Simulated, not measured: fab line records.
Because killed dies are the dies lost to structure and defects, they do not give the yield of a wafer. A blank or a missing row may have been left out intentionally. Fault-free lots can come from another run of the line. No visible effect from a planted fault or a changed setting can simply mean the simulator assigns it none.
Which tool was responsible? + flow sky130 + 72 wafers from 24 lots sampled at 6 of the route's 708 steps

## WHAT THE GAUGES SHOWED, per wafer
SKY_METAL3_OVL_MEAS_14. Usual: METAL3_OVL 4 nm, standard deviation 4.9.
| lot  | measured     | on         | METAL3_OVL (nm) | flag |
|------|--------------|------------|-----------------|------|
| L074 | day 38 04:25 | overlay-01 | -1 -1 3         |      |
| L075 | day 38 13:17 | overlay-02 | -12 -8 -4       |      |
| L076 | day 38 20:29 | overlay-02 | 1 6 6           |      |
| L077 | day 39 03:16 | overlay-02 | 6 -4 -3         |      |
| L078 | day 39 09:16 | overlay-02 | -3 7 2          |      |
| L079 | day 41 02:50 | overlay-02 | 10 13 18        |      |
| L080 | day 41 03:41 | overlay-02 | -3 -3 -3        |      |
| L081 | day 41 03:59 | overlay-02 | 2 3 7           |      |
| L082 | day 41 05:48 | overlay-01 | 2 -2 -2         |      |
| L084 | day 41 08:20 | overlay-02 | 3 5 -7          |      |
| L083 | day 41 13:41 | overlay-01 | 5 8 5           |      |
| L086 | day 42 00:53 | overlay-02 | 6 7 12          |      |
| L085 | day 42 06:40 | overlay-02 | 11 11 9         |      |
| L087 | day 42 07:29 | overlay-02 | 0 7 6           |      |
| L088 | day 43 00:26 | overlay-01 | 8 -1 2          |      |
| L089 | day 43 14:52 | overlay-02 | 7 2 10          |      |
| L092 | day 44 06:56 | overlay-02 | 8 1 4           |      |
| L091 | day 44 07:59 | overlay-01 | 12 13 8         |      |
| L090 | day 44 08:21 | overlay-02 | 1 13 0          |      |
| L093 | day 44 14:44 | overlay-02 | 5 9 2           |      |
| L094 | day 44 17:51 | overlay-01 | 12 7 12         |      |
| L095 | day 45 04:58 | overlay-01 | 3 5 2           |      |
| L096 | day 45 05:44 | overlay-02 | 8 3 4           |      |
| L097 | day 45 20:43 | overlay-02 | -1 2 0          |      |

SKY_VIA4_BOW_MEAS_03. Usual: VIA4_BOW 80 um, standard deviation 7.1.
| lot  | measured     | on            | VIA4_BOW (um) | flag |
|------|--------------|---------------|---------------|------|
| L074 | day 41 10:48 | film-metro-01 | 77 70 74      |      |
| L075 | day 41 17:13 | film-metro-04 | 68 87 77      |      |
| L076 | day 42 06:41 | film-metro-03 | 86 81 78      |      |
| L077 | day 42 11:11 | film-metro-04 | 85 80 85      |      |
| L078 | day 42 14:37 | film-metro-01 | 88 79 78      |      |
| L079 | day 44 07:04 | film-metro-03 | 72 90 91      |      |
| L080 | day 44 08:06 | film-metro-01 | 79 69 70      |      |
| L081 | day 44 08:02 | film-metro-04 | 75 82 89      |      |
| L082 | day 44 09:43 | film-metro-01 | 86 75 88      |      |
| L084 | day 44 10:18 | film-metro-01 | 73 87 83      |      |
| L083 | day 44 13:58 | film-metro-03 | 77 90 83      |      |
| L086 | day 45 02:12 | film-metro-03 | 83 95 92      |      |
| L085 | day 45 08:22 | film-metro-01 | 78 71 71      |      |
| L087 | day 45 09:34 | film-metro-03 | 84 80 86      |      |
| L088 | day 45 23:47 | film-metro-04 | 78 76 82      |      |
| L089 | day 46 12:48 | film-metro-01 | 71 68 77      |      |
| L092 | day 47 02:46 | film-metro-03 | 77 73 69      |      |
| L091 | day 47 04:29 | film-metro-04 | 71 84 73      |      |
| L090 | day 47 05:09 | film-metro-03 | 85 75 91      |      |
| L093 | day 47 10:26 | film-metro-04 | 83 79 82      |      |
| L094 | day 47 11:26 | film-metro-01 | 74 76 62      |      |
| L095 | day 47 23:29 | film-metro-04 | 80 79 79      |      |
| L096 | day 48 01:32 | film-metro-04 | 77 68 79      |      |
| L097 | day 48 12:53 | film-metro-04 | 83 71 77      |      |

## WHAT TOOL EACH LOT RAN ON (gives the tool, then ch and the chambers of the sampled wafers, and finally the start)
| lot  | SKY_LOCAL_INTERCONNECT_SPUTTER_00 | SKY_CONTACT_CVD_00              | SKY_METAL2_SPUTTER_00        | SKY_VIA2_SPUTTER_20          |
|------|-----------------------------------|---------------------------------|------------------------------|------------------------------|
| L074 | pvd-sputter-04, day 28 23:14      | pecvd-03 ch 0,1, day 30 02:49   | pvd-sputter-02, day 33 16:07 | pvd-sputter-03, day 35 23:34 |
| L075 | pvd-sputter-01, day 29 08:20      | pecvd-02 ch 1,2, day 30 13:14   | pvd-sputter-01, day 34 03:59 | pvd-sputter-03, day 36 09:37 |
| L076 | pvd-sputter-01, day 29 15:53      | pecvd-01 ch 1,2, day 30 20:18   | pvd-sputter-02, day 34 10:01 | pvd-sputter-04, day 36 15:52 |
| L077 | pvd-sputter-04, day 29 21:24      | pecvd-02 ch 0,1,2, day 31 01:55 | pvd-sputter-02, day 34 16:30 | pvd-sputter-03, day 36 22:49 |
| L078 | pvd-sputter-01, day 30 06:04      | pecvd-03 ch 1,2, day 31 10:34   | pvd-sputter-01, day 34 22:51 | pvd-sputter-04, day 37 05:53 |
| L079 | pvd-sputter-02, day 32 02:14      | pecvd-02 ch 0,1,2, day 33 05:22 | pvd-sputter-01, day 36 18:38 | pvd-sputter-03, day 39 00:11 |
| L080 | pvd-sputter-01, day 32 03:56      | pecvd-03 ch 0,1,2, day 33 07:25 | pvd-sputter-02, day 36 19:17 | pvd-sputter-02, day 39 01:04 |
| L081 | pvd-sputter-04, day 32 04:17      | pecvd-02 ch 0,2, day 33 08:43   | pvd-sputter-01, day 36 20:24 | pvd-sputter-02, day 39 01:35 |
| L082 | pvd-sputter-02, day 32 06:53      | pecvd-03 ch 0,2, day 33 10:50   | pvd-sputter-04, day 36 22:47 | pvd-sputter-02, day 39 04:14 |
| L084 | pvd-sputter-01, day 32 10:38      | pecvd-03 ch 0,1,2, day 33 14:29 | pvd-sputter-04, day 37 00:56 | pvd-sputter-04, day 39 06:04 |
| L083 | pvd-sputter-02, day 32 13:22      | pecvd-02 ch 1,2, day 33 17:41   | pvd-sputter-02, day 37 06:08 | pvd-sputter-04, day 39 11:12 |
| L086 | pvd-sputter-01, day 33 03:41      | pecvd-02 ch 0,1,2, day 34 07:08 | pvd-sputter-04, day 37 18:05 | pvd-sputter-04, day 39 22:58 |
| L085 | pvd-sputter-04, day 33 09:43      | pecvd-03 ch 0,1,2, day 34 13:22 | pvd-sputter-02, day 38 00:45 | pvd-sputter-03, day 40 05:27 |
| L087 | pvd-sputter-04, day 33 13:17      | pecvd-01 ch 1,2, day 34 16:40   | pvd-sputter-04, day 38 02:46 | pvd-sputter-02, day 40 06:08 |
| L088 | pvd-sputter-02, day 34 05:52      | pecvd-03 ch 0,1, day 35 09:10   | pvd-sputter-04, day 38 19:13 | pvd-sputter-03, day 40 23:52 |
| L089 | pvd-sputter-04, day 35 05:29      | pecvd-01 ch 1,2, day 36 08:23   | pvd-sputter-02, day 39 17:05 | pvd-sputter-02, day 41 18:25 |
| L092 | pvd-sputter-02, day 35 17:34      | pecvd-01 ch 1,2, day 36 20:01   | pvd-sputter-02, day 40 04:34 | pvd-sputter-03, day 42 06:44 |
| L091 | pvd-sputter-01, day 35 17:44      | pecvd-03 ch 0,2, day 36 20:21   | pvd-sputter-02, day 40 05:13 | pvd-sputter-03, day 42 07:31 |
| L090 | pvd-sputter-02, day 35 18:25      | pecvd-01 ch 0,1, day 36 20:53   | pvd-sputter-01, day 40 05:35 | pvd-sputter-03, day 42 08:05 |
| L093 | pvd-sputter-01, day 36 05:16      | pecvd-01 ch 0,1, day 37 07:33   | pvd-sputter-04, day 40 16:50 | pvd-sputter-03, day 42 16:01 |
| L094 | pvd-sputter-04, day 36 09:53      | pecvd-02 ch 0,1, day 37 12:50   | pvd-sputter-02, day 40 20:10 | pvd-sputter-03, day 42 20:25 |
| L095 | pvd-sputter-04, day 36 18:07      | pecvd-03 ch 0,1, day 37 20:59   | pvd-sputter-04, day 41 05:01 | pvd-sputter-03, day 43 07:16 |
| L096 | pvd-sputter-04, day 36 18:50      | pecvd-01 ch 0,1,2, day 37 21:34 | pvd-sputter-02, day 41 05:29 | pvd-sputter-04, day 43 07:35 |
| L097 | pvd-sputter-04, day 37 15:02      | pecvd-02 ch 0,1,2, day 38 17:57 | pvd-sputter-04, day 42 00:41 | pvd-sputter-03, day 44 00:37 |
- SKY_LOCAL_INTERCONNECT_SPUTTER_00: material TiN, target thk 100 nm, time 83.3 s.
- SKY_CONTACT_CVD_00: deposits Si3N4, target thk 75 nm.
- SKY_METAL2_SPUTTER_00: material Ti, target thk 15 nm, time 10 s.
- SKY_VIA2_SPUTTER_20: material TiN, target thk 20 nm, time 80 s.

## WHAT THE TOOLS THEMSELVES READ (means of the sampled wafers that have a number; where no wafer has one, the mark that the record gives instead)
SKY_LOCAL_INTERCONNECT_SPUTTER_00. Usual: 29.6 % for throttle-valve-pct, sd 0.92.
| lot  | tool           | throttle-valve-pct (%) | flag |
|------|----------------|------------------------|------|
| L074 | pvd-sputter-04 | 30.2                   |      |
| L075 | pvd-sputter-01 | 29.5                   |      |
| L076 | pvd-sputter-01 | 29.3                   |      |
| L077 | pvd-sputter-04 | 29.2                   |      |
| L078 | pvd-sputter-01 | 29.6                   |      |
| L079 | pvd-sputter-02 | 29.5                   |      |
| L080 | pvd-sputter-01 | 29.9                   |      |
| L081 | pvd-sputter-04 | 30.4                   |      |
| L082 | pvd-sputter-02 | 29.7                   |      |
| L084 | pvd-sputter-01 | 29.5                   |      |
| L083 | pvd-sputter-02 | 29.7                   |      |
| L086 | pvd-sputter-01 | 29.4                   |      |
| L085 | pvd-sputter-04 | 30.4                   |      |
| L087 | pvd-sputter-04 | 30.2                   |      |
| L088 | pvd-sputter-02 | 29.5                   |      |
| L089 | pvd-sputter-04 | 30.4                   |      |
| L092 | pvd-sputter-02 | 29.6                   |      |
| L091 | pvd-sputter-01 | 30.4                   |      |
| L090 | pvd-sputter-02 | 29.4                   |      |
| L093 | pvd-sputter-01 | 29.8                   |      |
| L094 | pvd-sputter-04 | 29.2                   |      |
| L095 | pvd-sputter-04 | 29.3                   |      |
| L096 | pvd-sputter-04 | 30.2                   |      |
| L097 | pvd-sputter-04 | 30.2                   |      |

SKY_CONTACT_CVD_00. Usual: 711 W for heater-power-w, sd 100.
| lot  | tool     | heater-power-w (W) | flag |
|------|----------|--------------------|------|
| L074 | pecvd-03 | 652                |      |
| L075 | pecvd-02 | 770                |      |
| L076 | pecvd-01 | 703                |      |
| L077 | pecvd-02 | 773                |      |
| L078 | pecvd-03 | 734                |      |
| L079 | pecvd-02 | 751                |      |
| L080 | pecvd-03 | 666                |      |
| L081 | pecvd-02 | 675                |      |
| L082 | pecvd-03 | 736                |      |
| L084 | pecvd-03 | 682                |      |
| L083 | pecvd-02 | 763                |      |
| L086 | pecvd-02 | 771                |      |
| L085 | pecvd-03 | 710                |      |
| L087 | pecvd-01 | 662                |      |
| L088 | pecvd-03 | 725                |      |
| L089 | pecvd-01 | 688                |      |
| L092 | pecvd-01 | 660                |      |
| L091 | pecvd-03 | 790                |      |
| L090 | pecvd-01 | 673                |      |
| L093 | pecvd-01 | 669                |      |
| L094 | pecvd-02 | 694                |      |
| L095 | pecvd-03 | 718                |      |
| L096 | pecvd-01 | 686                |      |
| L097 | pecvd-02 | 758                |      |

SKY_METAL2_SPUTTER_00. Usual: 29.6 % for throttle-valve-pct, sd 0.89.
| lot  | tool           | throttle-valve-pct (%) | flag |
|------|----------------|------------------------|------|
| L074 | pvd-sputter-02 | 29.2                   |      |
| L075 | pvd-sputter-01 | 29.7                   |      |
| L076 | pvd-sputter-02 | 29.5                   |      |
| L077 | pvd-sputter-02 | 29.4                   |      |
| L078 | pvd-sputter-01 | 30.0                   |      |
| L079 | pvd-sputter-01 | 29.7                   |      |
| L080 | pvd-sputter-02 | 29.4                   |      |
| L081 | pvd-sputter-01 | 29.9                   |      |
| L082 | pvd-sputter-04 | 30.2                   |      |
| L084 | pvd-sputter-04 | 29.4                   |      |
| L083 | pvd-sputter-02 | 29.3                   |      |
| L086 | pvd-sputter-04 | 30.5                   |      |
| L085 | pvd-sputter-02 | 29.9                   |      |
| L087 | pvd-sputter-04 | 30.4                   |      |
| L088 | pvd-sputter-04 | 30.5                   |      |
| L089 | pvd-sputter-02 | 29.9                   |      |
| L092 | pvd-sputter-02 | 29.5                   |      |
| L091 | pvd-sputter-02 | 29.3                   |      |
| L090 | pvd-sputter-01 | 30.2                   |      |
| L093 | pvd-sputter-04 | 29.2                   |      |
| L094 | pvd-sputter-02 | 29.2                   |      |
| L095 | pvd-sputter-04 | 29.3                   |      |
| L096 | pvd-sputter-02 | 29.4                   |      |
| L097 | pvd-sputter-04 | 30.2                   |      |

SKY_VIA2_SPUTTER_20. Usual: 29.7 % for throttle-valve-pct, sd 1.3.
| lot  | tool           | throttle-valve-pct (%) | flag |
|------|----------------|------------------------|------|
| L074 | pvd-sputter-03 | 30.5                   |      |
| L075 | pvd-sputter-03 | 30.5                   |      |
| L076 | pvd-sputter-04 | 30.0                   |      |
| L077 | pvd-sputter-03 | 28.7                   |      |
| L078 | pvd-sputter-04 | 29.4                   |      |
| L079 | pvd-sputter-03 | 30.3                   |      |
| L080 | pvd-sputter-02 | 29.5                   |      |
| L081 | pvd-sputter-02 | 29.3                   |      |
| L082 | pvd-sputter-02 | 29.3                   |      |
| L084 | pvd-sputter-04 | 29.3                   |      |
| L083 | pvd-sputter-04 | 30.5                   |      |
| L086 | pvd-sputter-04 | 30.3                   |      |
| L085 | pvd-sputter-03 | 30.0                   |      |
| L087 | pvd-sputter-02 | 29.8                   |      |
| L088 | pvd-sputter-03 | 31.2                   |      |
| L089 | pvd-sputter-02 | 29.3                   |      |
| L092 | pvd-sputter-03 | 29.7                   |      |
| L091 | pvd-sputter-03 | 29.6                   |      |
| L090 | pvd-sputter-03 | 29.4                   |      |
| L093 | pvd-sputter-03 | 29.8                   |      |
| L094 | pvd-sputter-03 | 28.3                   |      |
| L095 | pvd-sputter-03 | 29.2                   |      |
| L096 | pvd-sputter-04 | 30.0                   |      |
| L097 | pvd-sputter-03 | 29.7                   |      |

## THE ANSWER, worked out from the rows above alone
Rule: a lot is off if the mean of its wafers that have a number lies more than 3 standard deviations from the usual mean. Also off: a lot with no number at a reading for which 4 or more lots have one. All remaining lots with rows at the step are treated as sound. Order of review: gauges by route order, followed by the tools' own readings, for which a lot's mean as printed above is used. The first step at which some lot is off is used, and at that step the reading that is off furthest; a lot without a number counts as furthest.
No lot is off at any reading shown: from this, nothing can be told.

## WHAT HAD BEEN PUT IN BY THE SIMULATOR
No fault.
